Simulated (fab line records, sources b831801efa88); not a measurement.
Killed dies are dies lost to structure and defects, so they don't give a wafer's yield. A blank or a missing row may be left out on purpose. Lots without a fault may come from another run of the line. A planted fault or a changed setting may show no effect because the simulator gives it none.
fab line records | flow sky130
record lots=6 wafers=18 last_day=50
route steps=708 shown CONTACT@432 METAL1@434 PAD_OPEN@708
lots that met no fault: from a run of the same line without faults
start_h: hours from the record's first day to the start of the lot's first wafer shown | wait_h: hours since the lot's step before | " the same as in the row above | L1.1+2: a row that stands for several wafers | - no value, or no start given | * or withheld: withheld | < > ~ a bound
route shown NAME@n: a module of which the file shows steps, and the number in the route of the first | usual: mean/standard deviation of fault-free wafers | same: alike in all rows | chamber/n: place in a boat | sites: the reading at each site | _std_site: their standard deviation | _edge_site: outer sites' mean less inner sites' | radius_mm: how far each site lies from the wafer's centre | mask NAME#n: copy n | behind: the tool/chamber that last shaped the wafer | hold: why the lot was held/for how many hours/how that ended | device: the transistor (n, p or np) that didn't switch | end of line: the same wafers' tests at the end of the route | a step without rows: its recipe alone | killed: dies lost to structure and defects at the first sort, not the wafer's yield | map: a wafer's dies, x killed, . not, _ none there
set.NAME: the setting as run; set.NAME@STEP: as run at that earlier step | model.NAME: the simulator's own value behind a step, which no gauge read
lots at some steps of the route; a table a step, a row a wafer
services: from which hour (start_h, from the record's first day; less than 0 if before it) a tool's chamber was out of use, for how many hours, and why
## steps
# step SKY_CONTACT_THK_MEAS_26
# recipe thk_meas_gauge=xrf reads=W_of_CONTACT_CVD_24
# usual CONTACT_W_THK=334/5.6
# columns lot.wafer tool chamber start_h wait_h CONTACT_W_THK[nm]
L449.4 film_metro-03 - 730.52 0.1 334
L449.5 " - " " 323
L449.6 " - " " 332
L454.1 film_metro-02 - 768.18 0.1 339
L454.2 " - " " 333
L454.6 " - " " 341
L464.1 film_metro-01 - 848.93 0.1 329
L464.4 " - " " 337
L464.6 " - " " 338
L466.1 film_metro-02 - 864.21 0.1 336
L466.2 " - " " 339
L466.4 " - " " 330
L467.1 film_metro-03 - 869.42 0.1 338
L467.2 " - " " 331
L467.5 " - " " 338
L469.4 film_metro-01 - 897.67 0.1 332
L469.5 " - " " 323
L469.6 " - " " 331
# step SKY_CONTACT_CMP_27
# recipe stop_on=SiO2 t_overpolish_s=15 down_force_psi=3.5 platen_rpm=60 target_thk_nm=0 pad_velocity_m_s=0.94248
# usual motor_current_A=10.7/1.1 overpolish_run_s=15.000/0.01 time_to_endpoint_s=81.4/2.6
# columns lot.wafer tool chamber start_h wait_h motor_current_A overpolish_run_s time_to_endpoint_s
L449.4 cmp-02 3 730.70 0.2 10.7 15.007 83.5
L449.5 " 0 " " 9.4 14.989 83.6
L449.6 " 1 " " 12.0 15.012 82.3
L454.2 cmp-01 1 768.34 0.1 9.6 14.982 79.9
L454.1 " 2 " " 10.1 15.001 82.7
L454.6 " 0 " " 13.3 14.991 80.0
L464.1 cmp-01 0 848.99 0.1 12.8 15.024 76.4
L464.4 " 1 " " 10.2 15.005 80.5
L464.6 " 0 " " 13.1 15.007 80.1
L466.4 cmp-02 2 864.27 0.0 10.8 14.980 78.9
L466.2 " 3 " " 11.6 14.997 83.4
L466.1 " 0 " " 10.2 14.998 83.1
L467.2 cmp-02 0 869.53 0.1 9.6 14.978 80.9
L467.1 " 1 " " 11.1 14.992 85.3
L467.5 " 0 " " 10.4 15.012 86.2
L469.4 cmp-02 2 897.75 0.1 10.6 15.001 81.5
L469.5 " 1 " " 12.1 15.015 82.1
L469.6 " 2 " " 10.5 15.013 79.0
# step SKY_METAL1_SPUTTER_00
# recipe material=Ti target_thk_nm=15 power_w=3000 time_s=10 chamber_pressure_pa=0.4
# usual throttle_valve_pct=30.3/1.2
# columns lot.wafer tool chamber start_h wait_h throttle_valve_pct
L449.4 pvd_sputter-02 - 730.85 0.1 31.6
L449.5 " - " " 28.8
L449.6 " - " " 31.5
L454.1 pvd_sputter-01 - 768.54 0.1 32.6
L454.2 " - " " 29.5
L454.6 " - " " 32.7
L464.1 pvd_sputter-01 - 849.29 0.2 30.9
L464.4 " - " " 29.5
L464.6 " - " " 32.7
L466.1 pvd_sputter-01 - 864.57 0.1 32.4
L466.2 " - " " 30.9
L466.4 " - " " 29.6
L467.1 pvd_sputter-01 - 869.78 0.1 32.6
L467.2 " - " " 29.6
L467.5 " - " " 30.9
L469.4 pvd_sputter-01 - 898.00 0.2 30.4
L469.5 " - " " 30.6
L469.6 " - " " 32.6
# step SKY_METAL1_SPUTTER_01
# recipe material=TiN target_thk_nm=20 power_w=6500 time_s=16.7 chamber_pressure_pa=0.4
# step SKY_METAL1_SPUTTER_02
# recipe material=AlCu target_thk_nm=250 power_w=10600 time_s=13.3 chamber_pressure_pa=0.4
# step SKY_METAL1_SPUTTER_03
# recipe material=Ti target_thk_nm=5 power_w=3000 time_s=3.3 chamber_pressure_pa=0.4
# usual throttle_valve_pct=30.3/1.3
# columns lot.wafer tool chamber start_h wait_h throttle_valve_pct
L449.4 pvd_sputter-02 - 730.93 0.0 31.6
L449.5 " - " " 28.9
L449.6 " - " " 31.7
L454.1 pvd_sputter-01 - 768.61 0.0 32.6
L454.2 " - " " 29.5
L454.6 " - " " 32.4
L464.1 pvd_sputter-01 - 849.37 0.0 30.8
L464.4 " - " " 29.5
L464.6 " - " " 32.8
L466.1 pvd_sputter-01 - 864.65 0.0 32.4
L466.2 " - " " 30.7
L466.4 " - " " 29.6
L467.1 pvd_sputter-01 - 869.86 0.0 32.8
L467.2 " - " " 29.7
L467.5 " - " " 30.8
L469.4 pvd_sputter-01 - 898.07 0.0 30.6
L469.5 " - " " 30.5
L469.6 " - " " 32.5
# step SKY_METAL1_SPUTTER_04
# recipe material=TiN target_thk_nm=70 power_w=6500 time_s=58.3 chamber_pressure_pa=0.4
# usual throttle_valve_pct=30.3/1.3
# columns lot.wafer tool chamber start_h wait_h throttle_valve_pct
L449.4 pvd_sputter-02 - 730.95 0.0 31.6
L449.5 " - " " 28.9
L449.6 " - " " 31.5
L454.1 pvd_sputter-01 - 768.63 0.0 32.7
L454.2 " - " " 29.5
L454.6 " - " " 32.8
L464.1 pvd_sputter-01 - 849.39 0.0 30.8
L464.4 " - " " 29.4
L464.6 " - " " 32.5
L466.1 pvd_sputter-01 - 864.66 0.0 32.6
L466.2 " - " " 30.8
L466.4 " - " " 29.7
L467.1 pvd_sputter-01 - 869.88 0.0 32.6
L467.2 " - " " 29.5
L467.5 " - " " 30.9
L469.4 pvd_sputter-01 - 898.09 0.0 30.6
L469.5 " - " " 30.8
L469.6 " - " " 32.8
# step SKY_METAL1_RS_MEAS_05
# recipe thk_meas_gauge=four-point-probe reads=TiN_of_METAL1_SPUTTER_04+Ti_of_METAL1_SPUTTER_03+AlCu_of_METAL1_SPUTTER_02+TiN_of_METAL1_SPUTTER_01+Ti_of_METAL1_SPUTTER_00
# usual METAL1_ALCU_RS=0.1271/0.0012
# columns lot.wafer tool chamber start_h wait_h METAL1_ALCU_RS[ohm/sq]
L449.4 film_metro-04 - 731.05 0.1 0.1262
L449.5 " - " " 0.1277
L449.6 " - " " 0.1270
L454.1 film_metro-03 - 768.68 0.0 0.1258
L454.2 " - " " 0.1257
L454.6 " - " " 0.1256
L464.1 film_metro-03 - 849.43 0.0 0.1259
L464.4 " - " " 0.1269
L464.6 " - " " 0.1249
L466.1 film_metro-01 - 864.71 0.0 0.1266
L466.2 " - " " 0.1281
L466.4 " - " " 0.1279
L467.1 film_metro-03 - 869.92 0.0 0.1268
L467.2 " - " " 0.1278
L467.5 " - " " 0.1281
L469.4 film_metro-04 - 898.19 0.1 0.1262
L469.5 " - " " 0.1264
L469.6 " - " " 0.1270
# step SKY_METAL1_THK_MEAS_06
# recipe thk_meas_gauge=xrf reads=AlCu_of_METAL1_SPUTTER_02
# usual METAL1_ALCU_THK=250/3.1
# columns lot.wafer tool chamber start_h wait_h METAL1_ALCU_THK[nm]
L449.4 film_metro-04 - 731.14 0.1 249
L449.5 " - " " 247
L449.6 " - " " 248
L454.1 film_metro-03 - 768.80 0.1 255
L454.2 " - " " 255
L454.6 " - " " 255
L464.1 film_metro-03 - 849.55 0.1 255
L464.4 " - " " 252
L464.6 " - " " 254
L466.1 film_metro-01 - 864.83 0.1 250
L466.2 " - " " 247
L466.4 " - " " 249
L467.1 film_metro-03 - 870.04 0.1 253
L467.2 " - " " 250
L467.5 " - " " 249
L469.4 film_metro-04 - 898.28 0.1 251
L469.5 " - " " 251
L469.6 " - " " 250
# step SKY_METAL1_DEHYDRATE_07
# recipe temp_c=200 time_s=60
# step SKY_METAL1_HMDS_08
# recipe prime_time_s=60 prime_temp_c=120
# step SKY_METAL1_COAT_09
# recipe resist=BARC temp_c=withheld time_s=withheld spin_rpm=2935 resist_thk_nm=60
# step SKY_METAL1_COAT_10
# recipe resist=KrF-thick spin_rpm=3000 resist_thk_nm=450
# usual exhaust_pa=44.7/0.93 spin_speed_rpm=3000.1/2.1
# columns lot.wafer tool chamber start_h wait_h exhaust_pa spin_speed_rpm model.KrF-thick_of_METAL1_COAT_10.thk_nm
L449.4 litho_track-02 0 744 - 43.4 3000.6 450.3
L449.5 " 0 " " 44.6 3000.4 451.8
L449.6 " 0 " " 45.7 3001.4 451.8
L454.1 litho_track-04 0 782 - 46.2 2996.9 451.3
L454.2 " 0 " " 46.6 2997.9 449.7
L454.6 " 0 " " 45.7 2996.1 450.2
L464.1 litho_track-04 0 862 - 43.2 2868.7 460.2
L464.4 " 0 " " 42.8 2870.9 459.9
L464.6 " 0 863 - 42.9 2869.8 460.7
L466.1 litho_track-03 0 877 - 45.2 2998.8 451.4
L466.2 " 0 " " 44.9 3002.3 450.1
L466.4 " 0 " " 45.6 3002.5 450.9
L467.1 litho_track-04 0 882 - 44.0 2864.6 459.7
L467.2 " 0 " " 44.7 2866.7 458.7
L467.5 " 0 " " 43.6 2872.4 459.7
L469.4 litho_track-02 0 910 - 43.9 3003.5 447.7
L469.5 " 0 " " 45.3 3001.1 448.6
L469.6 " 0 " " 44.0 3001.8 448.6
# step SKY_METAL1_SOFTBAKE_11
# recipe temp_c=100 time_s=90 resist=KrF-thick
# step SKY_METAL1_EXPOSE_12
# recipe mask_id=MM1 na=0.8 source_shape=annular sigma_inner=0.55 sigma_outer=0.85 target_cd_nm=140 dose_mj=28
# step SKY_METAL1_PEB_13
# recipe peb_temp_c=withheld peb_time_s=withheld resist=KrF-thick
# step SKY_METAL1_DEVELOP_14
# recipe develop_time_s=60 resist=KrF-thick dev_temp_c=21
# step SKY_METAL1_CD_MEAS_15
# recipe target_cd_nm=140
# usual cd_nm=139.5/1.8
# columns lot.wafer tool chamber start_h wait_h cd_nm
L449.4 cd_sem-02 - 757.77 - 137.7
L449.5 " - " " 138.1
L449.6 " - " " 135.6
L454.1 cd_sem-02 - 795.26 - 137.4
L454.2 " - " " 138.6
L454.6 " - " " 139.3
L464.1 cd_sem-01 - 876.21 - 139.8
L464.4 " - " " 138.7
L464.6 " - " " 141.3
L466.1 cd_sem-01 - 890.51 - 140.5
L466.2 " - " " 141.1
L466.4 " - " " 139.0
L467.1 cd_sem-02 - 895.67 - 140.0
L467.2 " - " " 140.0
L467.5 " - " " 140.2
L469.4 cd_sem-02 - 923.38 - 143.5
L469.5 " - " " 141.4
L469.6 " - " " 142.0
# step SKY_METAL1_OVL_MEAS_16
# usual METAL1_OVL=0/5.1
# columns lot.wafer tool chamber start_h wait_h METAL1_OVL[nm]
L449.4 overlay-01 - 757.85 0.1 4
L449.5 " - " " 10
L449.6 " - " " 8
L454.1 overlay-02 - 795.38 0.1 4
L454.2 " - " " 6
L454.6 " - " " 2
L464.1 overlay-01 - 876.33 0.1 2
L464.4 " - " " 1
L464.6 " - " " -2
L466.1 overlay-01 - 890.63 0.1 3
L466.2 " - " " -3
L466.4 " - " " -7
L467.1 overlay-02 - 895.79 0.1 -9
L467.2 " - " " -11
L467.5 " - " " 2
L469.4 overlay-01 - 923.46 0.1 4
L469.5 " - " " 0
L469.6 " - " " 3
# step SKY_METAL1_DESCUM_17
# recipe chemistry=O2 source_power_w=150 bias_power_w=0 pressure_mtorr=10 temp_c=40 time_s=8
# usual drypump_motor_current_A=5.9/0.42 oes_product_au=1.001/0.0088 rf_fwd_power_W=146.9/0.88
# columns lot.wafer tool chamber start_h wait_h drypump_motor_current_A oes_product_au rf_fwd_power_W rf_hours_counter_h
L449.4 rie_metal-01 1 757.87 0.0 6.2 1.009 146.8 -
L449.5 " 1 " " 6.2 0.999 148.2 -
L449.6 " 0 " " 5.5 0.991 146.2 -
L454.1 rie_metal-02 0 795.42 0.0 6.3 1.004 145.5 3
L454.2 " 1 " " 5.3 0.988 146.2 15
L454.6 " 0 " " 6.3 1.005 145.7 -
L464.1 rie_metal-02 0 876.37 0.0 6.3 1.016 146.0 8
L464.4 " 0 " " 6.2 1.008 146.1 -
L464.6 " 1 " " 5.3 1.009 145.8 -
L466.1 rie_metal-01 1 890.67 0.0 6.2 0.996 148.0 3
L466.2 " 0 " " 5.5 0.989 146.6 12
L466.4 " 1 " " 6.2 0.997 147.7 -
L467.1 rie_metal-03 0 895.83 0.0 5.9 1.003 148.3 1
L467.2 " 1 " " 6.4 1.005 147.2 9
L467.5 " 1 " " 6.4 1.016 147.4 -
L469.4 rie_metal-02 0 923.49 0.0 6.3 1.014 146.5 -
L469.5 " 0 " " 6.3 1.009 145.6 -
L469.6 " 1 " " 5.3 0.998 146.7 -
# step SKY_METAL1_ETCH_18
# recipe chemistry=N2/H2 target=BARC ion_energy_ev=200 bias_w=100 pressure_mtorr=30 n2_flow_sccm=100 h2_flow_sccm=200 icp_w=500 stop_on=SiO2 time_s=45.9 target_depth_a=600
# step SKY_METAL1_METAL_ETCH_19
# recipe target_depth_a=3600 stop_on=SiO2 over_etch_frac=0.3 time_s=78 chemistry=Cl2/BCl3 resist_sidewall_deg=88 pressure_mtorr=10 icp_w=900 bias_w=48.5 Cl2_flow_sccm=60 bcl3_flow_sccm=30
# usual bcl3_flow_sccm=30.00/0.094 drypump_motor_current_A=5.9/0.42 oes_product_au=0.853/0.0056 rf_fwd_power_W=893/3 throttle_valve_pct=22.264/0.0095
# same over_etch_frac=0.3
# columns lot.wafer tool chamber start_h wait_h bcl3_flow_sccm drypump_motor_current_A oes_product_au rf_fwd_power_W rf_hours_counter_h throttle_valve_pct model.KrF-thick_of_METAL1_COAT_10.thk_nm
L449.4 rie_metal-01 1 757.99 0.1 30.09 6.2 0.863 893 - 22.247 159.3
L449.5 " 1 " " 30.05 6.2 0.852 893 - 22.279 158.6
L449.6 " 0 " " 30.07 5.5 0.858 893 - 22.264 163.6
L454.1 rie_metal-02 0 795.51 0.0 30.21 6.3 0.856 891 3 22.248 155.6
L454.2 " 1 " " 30.09 5.3 0.862 893 15 22.249 161.4
L454.6 " 0 " " 30.00 6.3 0.852 890 - 22.257 154.2
L464.1 rie_metal-02 0 876.46 0.0 30.00 6.3 0.863 894 8 22.272 164.6
L464.4 " 0 " " 29.96 6.3 0.853 890 - 22.258 164.5
L464.6 " 1 " " 30.00 5.3 0.852 897 - 22.266 165.2
L466.1 rie_metal-01 1 890.76 0.0 30.01 6.2 0.862 897 3 22.267 161.5
L466.2 " 0 " " 29.89 5.5 0.849 889 12 22.262 164.9
L466.4 " 1 " " 30.06 6.2 0.844 895 - 22.272 160.5
L467.1 rie_metal-03 0 895.92 0.0 29.90 5.9 0.853 893 1 22.270 166.8
L467.2 " 1 " " 29.87 6.4 0.847 890 9 22.268 169
L467.5 " 1 " " 29.97 6.4 0.851 894 - 22.255 170.9
L469.4 rie_metal-02 0 923.60 0.1 29.99 6.3 0.847 889 - 22.257 155.1
L469.5 " 0 " " 29.97 6.3 0.852 893 - 22.260 153.5
L469.6 " 1 " " 30.05 5.3 0.856 895 - 22.268 154.1
# step SKY_METAL1_STRIP_20
# recipe chemistry=O2/N2 power_w=1400 pressure_mtorr=1500 platen_temp_c=withheld o2_flow_sccm=3000 n2_flow_sccm=300 overash_fraction=0.5
# usual drypump_motor_current_A=5.8/0.57 o2_flow_sccm=2999/8.8 oes_product_au=0.342/0.005 strip_time_to_endpoint_s=2.70/0.038
# columns lot.wafer tool chamber start_h wait_h drypump_motor_current_A o2_flow_sccm oes_product_au rf_hours_counter_h strip_time_to_endpoint_s
L449.4 plasma_asher-03 0 758.08 0.1 6.5 2987 0.345 - 2.71
L449.5 " 0 " " 6.5 2984 0.345 - 2.70
L449.6 " 1 " " 5.5 2991 0.352 - 2.76
L454.1 plasma_asher-02 1 795.60 0.1 4.9 3006 0.338 65 2.68
L454.2 " 0 " " 5.7 2990 0.345 65 2.74
L454.6 " 1 " " 4.9 3005 0.339 - 2.65
L464.1 plasma_asher-03 1 876.55 0.1 5.5 3011 0.345 107 2.77
L464.4 " 0 " " 6.6 2994 0.345 - 2.77
L464.6 " 1 " " 5.5 2988 0.346 - 2.78
L466.1 plasma_asher-03 1 890.85 0.1 5.5 2995 0.346 109 2.75
L466.2 " 0 " " 6.5 3013 0.349 109 2.78
L466.4 " 0 " " 6.5 3021 0.338 - 2.73
L467.1 plasma_asher-02 1 896.01 0.1 4.9 3015 0.350 75 2.80
L467.2 " 0 " " 5.7 2989 0.351 75 2.83
L467.5 " 0 " " 5.7 3001 0.352 - 2.85
L469.4 plasma_asher-04 0 923.70 0.1 6.4 2994 0.336 - 2.67
L469.5 " 0 " " 6.4 2998 0.339 - 2.65
L469.6 " 1 " " 6.0 3015 0.341 - 2.65
# step SKY_METAL1_STRIP_21
# recipe chemistry=post_etch_residue_remover time_s=1200 temp_c=72.5
# step SKY_PAD_OPEN_PROBE_99
# usual defect_limited_yield=82.2/1.8 killed_at_M0_to_M3=44/6.8 killed_at_M4_up=2.9/1.9 killed_at_contacts=24/5.2 killed_at_front_end=16/4.1 killed_at_other=0.4/0.74 killed_dies=88/9.1 killed_open=48/7.2 killed_short=39/5.6 sort_bin_3_pad_short=0.9/0.43 sort_bin_5_function=10.6/1.4 sort_bin_6_memory=6.3/1 sort_n_pass=404/9.1 sort_yield_pct=82.2/1.8
# same gross_dies=492 killed_at_back_side=0 sort_bin_4_leakage[%]=0 sort_bin_8_speed[%]=0
# columns lot.wafer tool chamber start_h wait_h defect_limited_yield[%] killed_at_M0_to_M3 killed_at_M4_up killed_at_contacts killed_at_front_end killed_at_other killed_dies killed_open killed_short sort_bin_3_pad_short[%] sort_bin_5_function[%] sort_bin_6_memory[%] sort_n_pass sort_yield_pct[%]
L449.4 prober-02 - 1069.83 0.2 87.2 34 1 15 12 1 63 32 31 0.6 8.5 3.7 429 87.2
L449.5 prober-02 - 1069.88 0.2 84.1 39 5 20 13 1 78 40 38 0.2 10.2 5.5 414 84.1
L449.6 prober-02 - 1069.93 0.2 86.2 41 5 15 7 0 68 37 30 0.6 8.1 5.1 424 86.2
L454.1 prober-02 - 1094.99 0.1 82.5 53 3 16 12 2 86 35 49 1.2 11.2 5.1 406 82.5
L454.2 prober-02 - 1095.04 0.1 82.7 43 4 23 13 2 85 47 38 1.0 10.6 5.7 407 82.7
L454.6 prober-02 - 1095.24 0.2 81.3 51 7 14 18 2 92 39 52 1.0 11.8 5.9 400 81.3
L464.1 prober-01 - 1157.89 0.1 79.5 53 0 33 14 1 101 53 48 0.8 11.8 7.9 391 79.5
L464.4 prober-01 - 1158.04 0.2 83.7 43 2 15 17 3 80 50 28 0.4 8.9 6.9 412 83.7
L464.6 prober-01 - 1158.14 0.2 81.1 48 5 26 14 0 93 48 45 1.2 11.0 6.7 399 81.1
L466.1 prober-01 - 1169.81 0.1 81.9 49 0 25 15 0 89 53 36 1.4 8.5 8.1 403 81.9
L466.2 prober-01 - 1169.86 0.1 82.5 38 4 27 17 0 86 46 40 1.0 10.0 6.5 406 82.5
L466.4 prober-01 - 1169.96 0.2 80.5 59 2 23 11 1 96 48 48 1.2 10.2 8.1 396 80.5
L467.1 prober-02 - 1172.77 0.1 85.4 37 3 20 11 1 72 37 35 0 7.7 6.9 420 85.4
L467.2 prober-02 - 1172.82 0.1 84.3 30 2 27 18 0 77 36 41 0.6 10.0 5.1 415 84.3
L467.5 prober-02 - 1172.97 0.2 84.8 39 3 26 7 0 75 40 35 0.8 9.1 5.3 417 84.8
L469.4 prober-02 - 1190.13 0.2 83.3 45 2 19 16 0 82 45 37 0.6 10.2 5.9 410 83.3
L469.5 prober-02 - 1190.18 0.2 79.7 52 4 28 16 0 100 55 45 0.2 13.6 6.5 392 79.7
L469.6 prober-02 - 1190.23 0.2 81.7 45 3 22 20 0 90 43 47 0.4 11.8 6.1 402 81.7
# killed by level:class
L449.4 CONTACT:geometric_particle:open=8 VIA1:geometric_particle:open=6 VIA2:geometric_particle:short=6 FIELD_ISO:geometric_particle:short=5 VIA3:geometric_particle:open=5 LI_CONTACT:geometric_particle:open=4 VIA1:geometric_particle:short=3 VIA2:geometric_particle:open=3
L449.5 VIA1:geometric_particle:open=10 CONTACT:geometric_particle:open=8 METAL1:geometric_particle:short=7 LI_CONTACT:geometric_particle:open=6 VIA2:geometric_particle:open=5 METAL2:geometric_particle:short=5 METAL4:geometric_particle:short=4 SPACER:geometric_particle:short=3
L449.6 VIA1:geometric_particle:open=12 CONTACT:geometric_particle:open=8 METAL2:geometric_particle:short=7 VIA3:geometric_particle:open=7 CONTACT:geometric_particle:short=4 VIA1:geometric_particle:short=3 VIA2:geometric_particle:open=3 VIA3:geometric_particle:short=3
L454.1 METAL2:geometric_particle:short=15 VIA1:geometric_particle:open=13 CONTACT:geometric_particle:short=6 POLY_GATE:geometric_particle:open=5 LOCAL_INTERCONNECT:geometric_particle:short=5 METAL1:geometric_particle:short=5 VIA3:geometric_particle:open=5 VIA1:geometric_particle:short=3
L454.2 VIA1:geometric_particle:open=12 CONTACT:geometric_particle:open=9 METAL1:geometric_particle:short=6 POLY_GATE:geometric_particle:short=5 SPACER:geometric_particle:open=5 LI_CONTACT:geometric_particle:open=5 VIA2:geometric_particle:open=4 VIA1:geometric_particle:short=4
L454.6 VIA1:geometric_particle:open=10 METAL2:geometric_particle:short=10 VIA1:geometric_particle:short=7 CONTACT:geometric_particle:open=6 POLY_GATE:geometric_particle:short=5 LOCAL_INTERCONNECT:geometric_particle:short=4 VIA2:geometric_particle:short=4 VIA2:geometric_particle:open=4
L464.1 VIA1:geometric_particle:open=13 CONTACT:geometric_particle:open=11 METAL1:geometric_particle:short=10 POLY_GATE:geometric_particle:open=7 METAL2:geometric_particle:short=7 VIA2:geometric_particle:short=6 VIA2:geometric_particle:open=6 LOCAL_INTERCONNECT:geometric_particle:short=6
L464.4 VIA2:geometric_particle:open=12 VIA1:geometric_particle:open=8 FIELD_ISO:geometric_particle:short=5 FIELD_ISO:geometric_particle:open=5 VIA2:geometric_particle:short=5 LI_CONTACT:geometric_particle:open=5 CONTACT:geometric_particle:open=5 METAL1:geometric_particle:short=5
L464.6 VIA1:geometric_particle:open=10 METAL1:geometric_particle:short=9 CONTACT:geometric_particle:open=8 VIA3:geometric_particle:open=8 POLY_GATE:geometric_particle:open=6 CONTACT:geometric_particle:short=6 LI_CONTACT:geometric_particle:open=5 FIELD_ISO:geometric_particle:open=4
L466.1 CONTACT:geometric_particle:open=12 VIA1:geometric_particle:open=11 LI_CONTACT:geometric_particle:open=9 VIA3:geometric_particle:short=9 VIA2:geometric_particle:open=7 VIA3:geometric_particle:open=6 FIELD_ISO:geometric_particle:short=5 METAL1:geometric_particle:short=5
L466.2 CONTACT:geometric_particle:open=13 METAL1:geometric_particle:short=11 LI_CONTACT:geometric_particle:open=8 FIELD_ISO:geometric_particle:open=5 METAL2:geometric_particle:short=5 VIA2:geometric_particle:open=5 POLY_GATE:geometric_particle:open=4 VIA3:geometric_particle:open=4
L466.4 VIA1:geometric_particle:open=11 METAL1:geometric_particle:short=10 CONTACT:geometric_particle:open=9 METAL2:geometric_particle:short=9 VIA2:geometric_particle:open=8 LI_CONTACT:geometric_particle:open=7 VIA3:geometric_particle:open=6 FIELD_ISO:geometric_particle:short=5
L467.1 VIA1:geometric_particle:open=9 CONTACT:geometric_particle:open=6 CONTACT:geometric_particle:short=5 VIA3:geometric_particle:open=5 VIA1:geometric_particle:short=4 VIA2:geometric_particle:open=4 SPACER:geometric_particle:short=3 LI_CONTACT:geometric_particle:open=3
L467.2 CONTACT:geometric_particle:open=11 LI_CONTACT:geometric_particle:open=6 CONTACT:geometric_particle:short=6 METAL2:geometric_particle:short=6 FIELD_ISO:geometric_particle:open=5 POLY_GATE:geometric_particle:short=5 VIA1:geometric_particle:open=5 METAL1:geometric_particle:short=4
L467.5 VIA1:geometric_particle:open=12 LI_CONTACT:geometric_particle:open=7 CONTACT:geometric_particle:open=7 METAL1:geometric_particle:short=7 LOCAL_INTERCONNECT:geometric_particle:short=5 VIA3:geometric_particle:open=5 LI_CONTACT:geometric_particle:short=4 CONTACT:geometric_particle:short=3
L469.4 VIA1:geometric_particle:open=12 METAL1:geometric_particle:short=10 LI_CONTACT:geometric_particle:open=6 VIA2:geometric_particle:open=5 POLY_GATE:geometric_particle:open=4 CONTACT:geometric_particle:short=4 CONTACT:geometric_particle:open=4 VIA3:geometric_particle:open=4
L469.5 VIA1:geometric_particle:open=17 LI_CONTACT:geometric_particle:open=14 METAL1:geometric_particle:short=7 CONTACT:geometric_particle:open=6 METAL3:geometric_particle:short=5 VIA2:geometric_particle:open=5 POLY_GATE:geometric_particle:short=5 CONTACT:geometric_particle:short=5
L469.6 LI_CONTACT:geometric_particle:open=8 METAL1:geometric_particle:short=8 POLY_GATE:geometric_particle:short=7 CONTACT:geometric_particle:short=7 VIA3:geometric_particle:open=7 VIA2:geometric_particle:open=7 VIA1:geometric_particle:open=6 POLY_GATE:geometric_particle:open=5
## services
# columns tool chamber start_h hours kind
cmp-01 - 716.86 5.7 pm
cmp-01 - 723.98 1.4 repair
cmp-01 - 726.08 2.2 repair
pvd_sputter-01 - 734.14 2.2 repair
cmp-02 - 743.68 6.5 repair
cmp-01 - 747.01 4.0 pm
cmp-02 - 747.24 4.3 repair
rie_metal-02 - 750.94 4.4 repair
cmp-02 - 751.57 4.7 pm
cmp-02 - 756.63 3.7 repair
pvd_sputter-02 - 763.69 4.2 repair
plasma_asher-02 - 764.30 0.4 repair
rie_metal-03 1 772.83 4.6 repair
cmp-02 - 779.52 19.2 pm
rie_metal-03 0 781.71 19.0 repair
cmp-01 - 794.56 1.7 repair
pvd_sputter-01 - 794.84 3.5 repair
cmp-02 - 799.58 0.4 repair
plasma_asher-03 - 814.47 11.3 repair
cmp-02 - 852.85 0.6 repair
pvd_sputter-02 - 855.11 2.4 repair
pvd_sputter-02 - 880.88 0.8 repair
cmp-02 - 912.00 4.0 pm
cmp-02 - 916.51 7.4 repair
## key
first_sign step=SKY_METAL1_COAT_10 reading=spin_speed_rpm direction=down sigmas=63 usual=3000.1 struck=2868.8
effect step=SKY_METAL1_STRIP_20 reading=strip_time_to_endpoint_s direction=up sigmas=2.7 usual=* struck=*
model_effect step=SKY_METAL1_COAT_10 value=KrF-thick_of_METAL1_COAT_10.thk_nm without=449.6 struck=459.8
model_effect step=SKY_METAL1_METAL_ETCH_19 value=KrF-thick_of_METAL1_COAT_10.thk_nm without=156.6 struck=166.8
met_at SKY_METAL1_COAT_10
struck_wafers L464.1,L464.4,L464.6,L467.1,L467.2,L467.5
onset_between 782 862
fault kind=process_parameter_drift tool=litho_track-04 chamber=- onset_h=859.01 steps=SKY_METAL1_COAT_10 channel=spin_rpm offset=-131.8 shape=step end_h=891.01 acts_in=these_recipes_only stated=3000
